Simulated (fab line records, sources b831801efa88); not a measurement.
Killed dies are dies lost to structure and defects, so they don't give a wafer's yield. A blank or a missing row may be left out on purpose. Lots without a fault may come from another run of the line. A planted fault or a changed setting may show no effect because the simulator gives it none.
Which tool did it? | flow sky130 | 13 lots, 39 wafers sampled, at 6 steps of a route of 708

WHAT THE GAUGES READ, wafer by wafer
SKY_NWELL_OVL_MEAS_10. Usual: NWELL_00_OVL 0.1 nm, standard deviation 1.5.
lot  | measured     | on         | NWELL_00_OVL (nm) | flag
L386 | day 4 15:14  | overlay-01 | -0.4 -2.7 -1.1    |
L388 | day 5 01:44  | overlay-01 | -1.1 -0.8 0.1     |
L389 | day 5 14:11  | overlay-01 | -0.5 0.1 -0.4     |
L390 | day 5 18:11  | overlay-01 | -2.8 -3.0 -4.2    |
L392 | day 6 07:03  | overlay-02 | 0.3 1.1 0.4       |
L393 | day 6 07:20  | overlay-02 | 1.5 1.8 0.7       |
L396 | day 7 02:16  | overlay-02 | 0.5 -0.8 1.5      |
L397 | day 7 04:09  | overlay-02 | 1.1 -1.9 0.7      |
L399 | day 7 16:47  | overlay-01 | 1.0 2.2 -0.3      |
L405 | day 9 07:14  | overlay-01 | -2.4 -0.7 -0.4    |
L406 | day 9 11:56  | overlay-01 | -2.0 -1.5 0.8     |
L407 | day 9 21:12  | overlay-02 | 0.9 1.1 -0.3      |
L408 | day 10 02:35 | overlay-02 | -1.9 -0.5 -0.3    |

SKY_VT_ADJUST_LVTN_TW_MEAS_10. Usual: VT_ADJUST_LVTN_TW 238.1, standard deviation 1.5.
lot  | measured     | on            | VT_ADJUST_LVTN_TW | flag
L386 | day 6 23:51  | film_metro-03 | 235.3 236.2 236.0 |
L388 | day 7 10:45  | film_metro-04 | 239.0 239.5 239.4 |
L389 | day 8 01:17  | film_metro-01 | 238.3 239.4 238.5 |
L390 | day 8 05:26  | film_metro-04 | 239.2 240.6 240.1 |
L392 | day 8 19:17  | film_metro-01 | 237.5 237.2 238.1 |
L393 | day 9 02:45  | film_metro-01 | 239.7 239.2 238.7 |
L396 | day 9 17:13  | film_metro-01 | 238.4 238.5 238.7 |
L397 | day 9 20:11  | film_metro-01 | 29.6 29.7 29.5    | OFF
L399 | day 10 10:26 | film_metro-04 | 237.0 238.7 240.1 |
L405 | day 12 05:03 | film_metro-04 | 239.9 241.0 238.1 |
L406 | day 12 11:13 | film_metro-04 | 238.4 238.8 239.8 |
L407 | day 12 20:17 | film_metro-03 | 237.8 237.5 238.5 |
L408 | day 13 02:56 | film_metro-04 | 238.0 236.8 237.8 |

SKY_SD_P_TW_MEAS_11. Usual: SD_P_TW 2781, standard deviation 30.
lot  | measured     | on            | SD_P_TW        | flag
L386 | day 26 03:55 | film_metro-03 | 2781 2776 2783 |
L388 | day 26 12:11 | film_metro-01 | 2764 2765 2777 |
L389 | day 27 08:41 | film_metro-03 | 2792 2786 2775 |
L390 | day 27 08:23 | film_metro-01 | 2750 2764 2751 |
L392 | day 27 19:10 | film_metro-03 | 2793 2798 2779 |
L393 | day 28 05:04 | film_metro-03 | 2769 2768 2774 |
L396 | day 29 00:43 | film_metro-02 | 2794 2808 2815 |
L397 | day 29 09:53 | film_metro-02 | 2801 2788 2800 |
L399 | day 29 18:00 | film_metro-02 | 2807 2811 2809 |
L405 | day 32 02:13 | film_metro-01 | 2737 2728 2744 |
L406 | day 32 03:21 | film_metro-01 | 2750 2744 2734 |
L407 | day 32 18:06 | film_metro-02 | 2834 2831 2834 |
L408 | day 32 21:23 | film_metro-01 | 2758 2747 2760 |

WHICH TOOL RAN EACH LOT (tool, then ch and the chambers of the sampled wafers, then the start)
lot  | SKY_VT_ADJUST_HVTP_STRIP_10          | SKY_VT_ADJUST_LVTN_STRIP_09          | SKY_SPACER_ETCHBACK_02
L386 | plasma_asher-01 ch 0,1, day 6 04:11  | plasma_asher-03 ch 0,1, day 6 23:44  | rie_diel-03 ch 0,1,2, day 23 16:38
L388 | plasma_asher-02 ch 0,1, day 6 15:25  | plasma_asher-02 ch 0,1, day 7 10:38  | rie_diel-02 ch 0,1,2, day 24 00:53
L389 | plasma_asher-01 ch 0,1, day 7 05:26  | plasma_asher-01 ch 0,1, day 8 01:10  | rie_diel-04 ch 2,3, day 24 22:17
L390 | plasma_asher-02 ch 0,1, day 7 09:46  | plasma_asher-01 ch 0,1, day 8 05:20  | rie_diel-02 ch 0,2, day 24 22:17
L392 | plasma_asher-04 ch 0,1, day 7 21:58  | plasma_asher-01 ch 0, day 8 19:11    | rie_diel-02 ch 0,1,2, day 25 08:05
L393 | plasma_asher-02 ch 0, day 8 05:07    | plasma_asher-03 ch 0,1, day 9 02:38  | rie_diel-02 ch 0,3, day 25 19:04
L396 | plasma_asher-04 ch 0,1, day 8 19:35  | plasma_asher-02 ch 0,1, day 9 17:07  | rie_diel-04 ch 0,2, day 26 15:31
L397 | plasma_asher-02 ch 1, day 8 22:04    | plasma_asher-01 ch 0,1, day 9 20:05  | rie_diel-03 ch 0,1, day 27 00:31
L399 | plasma_asher-01 ch 0,1, day 9 11:23  | plasma_asher-03 ch 0,1, day 10 10:20 | rie_diel-04 ch 0,2,3, day 27 08:23
L405 | plasma_asher-02 ch 0,1, day 11 05:29 | plasma_asher-02 ch 0,1, day 12 04:58 | rie_diel-04 ch 2,3, day 29 18:01
L406 | plasma_asher-01 ch 0,1, day 11 11:11 | plasma_asher-01 ch 0,1, day 12 11:07 | rie_diel-04 ch 0,1,2, day 29 19:44
L407 | plasma_asher-01 ch 0,1, day 11 19:58 | plasma_asher-02 ch 0,1, day 12 20:11 | rie_diel-02 ch 1,2,3, day 30 11:41
L408 | plasma_asher-01 ch 0,1, day 12 02:28 | plasma_asher-03 ch 0,1, day 13 02:49 | rie_diel-02 ch 0,3, day 30 15:17
- SKY_VT_ADJUST_HVTP_STRIP_10: strips in O2/N2.
- SKY_VT_ADJUST_LVTN_STRIP_09: strips in O2/N2.
- SKY_SPACER_ETCHBACK_02: etches Si3N4 in CH3F/O2, stops on SiO2, time 46.7 s, target depth 45 nm.

WHAT THE TOOLS THEMSELVES READ (means of the sampled wafers that have a number; where no wafer has one, the mark that the record gives instead)
SKY_VT_ADJUST_HVTP_STRIP_10. Usual: chamber_pressure_mTorr 1500.1 mTorr, standard deviation 1.3; drypump_motor_current_A 5.7 A, standard deviation 0.42; oes_product_au 0.716 a.u., standard deviation 0.0044; strip_time_to_endpoint_s 14.18 s, standard deviation 0.042.
lot  | tool            | chamber_pressure_mTorr (mTorr) | drypump_motor_current_A (A) | oes_product_au (a.u.) | strip_time_to_endpoint_s (s) | flag
L386 | plasma_asher-01 | 1500.1                         | 5.5                         | 0.718                 | 14.18                        |
L388 | plasma_asher-02 | 1499.7                         | 5.4                         | 0.718                 | 14.12                        |
L389 | plasma_asher-01 | 1498.8                         | 5.8                         | 0.716                 | 14.15                        |
L390 | plasma_asher-02 | 1499.0                         | 5.4                         | 0.718                 | 14.17                        |
L392 | plasma_asher-04 | 1499.5                         | 6.3                         | 0.714                 | 14.13                        |
L393 | plasma_asher-02 | 1500.2                         | 5.6                         | 0.714                 | 14.17                        |
L396 | plasma_asher-04 | 1501.2                         | 6.2                         | 0.716                 | 14.22                        |
L397 | plasma_asher-02 | 1499.6                         | 5.3                         | 0.943                 | -                            | OFF
L399 | plasma_asher-01 | 1499.0                         | 5.8                         | 0.713                 | 14.21                        |
L405 | plasma_asher-02 | 1500.5                         | 5.4                         | 0.716                 | 14.22                        |
L406 | plasma_asher-01 | 1499.8                         | 5.5                         | 0.718                 | 14.18                        |
L407 | plasma_asher-01 | 1500.4                         | 5.5                         | 0.714                 | 14.24                        |
L408 | plasma_asher-01 | 1500.2                         | 5.8                         | 0.716                 | 14.18                        |

SKY_VT_ADJUST_LVTN_STRIP_09. Usual: chamber_pressure_mTorr 1500.1 mTorr, standard deviation 1.4; drypump_motor_current_A 5.4 A, standard deviation 0.45; oes_product_au 0.722 a.u., standard deviation 0.005; strip_time_to_endpoint_s 36.92 s, standard deviation 0.087.
lot  | tool            | chamber_pressure_mTorr (mTorr) | drypump_motor_current_A (A) | oes_product_au (a.u.) | strip_time_to_endpoint_s (s) | flag
L386 | plasma_asher-03 | 1500.2                         | 5.1                         | 0.722                 | 36.87                        |
L388 | plasma_asher-02 | 1499.8                         | 5.3                         | 0.717                 | 36.90                        |
L389 | plasma_asher-01 | 1500.3                         | 5.8                         | 0.721                 | 36.87                        |
L390 | plasma_asher-01 | 1500.3                         | 5.8                         | 0.721                 | 36.81                        |
L392 | plasma_asher-01 | 1500.5                         | 6.0                         | 0.725                 | 36.98                        |
L393 | plasma_asher-03 | 1499.1                         | 5.1                         | 0.721                 | 37.05                        |
L396 | plasma_asher-02 | 1501.4                         | 5.5                         | 0.725                 | 36.99                        |
L397 | plasma_asher-01 | 1500.4                         | 5.8                         | 0.721                 | 42.29                        | OFF
L399 | plasma_asher-03 | 1500.9                         | 5.5                         | 0.727                 | 37.02                        |
L405 | plasma_asher-02 | 1498.0                         | 5.4                         | 0.727                 | 36.83                        |
L406 | plasma_asher-01 | 1500.1                         | 5.5                         | 0.729                 | 36.85                        |
L407 | plasma_asher-02 | 1499.3                         | 5.5                         | 0.716                 | 36.93                        |
L408 | plasma_asher-03 | 1499.9                         | 5.5                         | 0.727                 | 36.85                        |

SKY_SPACER_ETCHBACK_02. Usual: chamber_pressure_mTorr 24.996 mTorr, standard deviation 0.023; drypump_motor_current_A 5.9 A, standard deviation 0.38; oes_product_au 0.856 a.u., standard deviation 0.0062; throttle_valve_pct 10.562 %, standard deviation 0.01.
lot  | tool        | chamber_pressure_mTorr (mTorr) | drypump_motor_current_A (A) | oes_product_au (a.u.) | throttle_valve_pct (%) | flag
L386 | rie_diel-03 | 24.992                         | 5.3                         | 0.863                 | 10.563                 |
L388 | rie_diel-02 | 24.989                         | 6.0                         | 0.857                 | 10.566                 |
L389 | rie_diel-04 | 24.977                         | 5.9                         | 0.850                 | 10.552                 |
L390 | rie_diel-02 | 25.007                         | 6.0                         | 0.847                 | 10.559                 |
L392 | rie_diel-02 | 24.992                         | 6.0                         | 0.849                 | 10.568                 |
L393 | rie_diel-02 | 24.985                         | 5.9                         | 0.858                 | 10.568                 |
L396 | rie_diel-04 | 25.008                         | 6.0                         | 0.856                 | 10.574                 |
L397 | rie_diel-03 | 24.990                         | 5.4                         | 0.852                 | 10.563                 |
L399 | rie_diel-04 | 24.997                         | 5.8                         | 0.860                 | 10.556                 |
L405 | rie_diel-04 | 24.996                         | 5.9                         | 0.861                 | 10.570                 |
L406 | rie_diel-04 | 24.990                         | 5.9                         | 0.860                 | 10.572                 |
L407 | rie_diel-02 | 24.997                         | 6.2                         | 0.855                 | 10.563                 |
L408 | rie_diel-02 | 24.997                         | 6.2                         | 0.854                 | 10.557                 |

THE ANSWER, worked out from the rows above alone
Rule: a lot is off if the mean of its wafers that have a number lies more than 3 standard deviations from the usual mean. A lot without any number at a reading at which 4 lots or more have one is off too. The other lots that the step has rows for count as sound. The gauges are gone through in route order, then the tools' own readings, and for those a lot's mean is taken as printed above. The first step at which some lot is off is used, and at that step the reading that is off furthest; a lot without a number counts as furthest.
Off: L397, at SKY_VT_ADJUST_LVTN_TW_MEAS_10 (VT_ADJUST_LVTN_TW).
A tool fits if, at a process step before that reading, it ran every lot that is off, and no sound lot after the first of them. The gauges at SKY_VT_ADJUST_LVTN_TW_MEAS_10 aren't tried: what is off there is off at SKY_VT_ADJUST_HVTP_STRIP_10 too, on other tools, and a gauge's error can't cause that. None of those tried fits.

WHAT THE SIMULATOR HAD PUT IN
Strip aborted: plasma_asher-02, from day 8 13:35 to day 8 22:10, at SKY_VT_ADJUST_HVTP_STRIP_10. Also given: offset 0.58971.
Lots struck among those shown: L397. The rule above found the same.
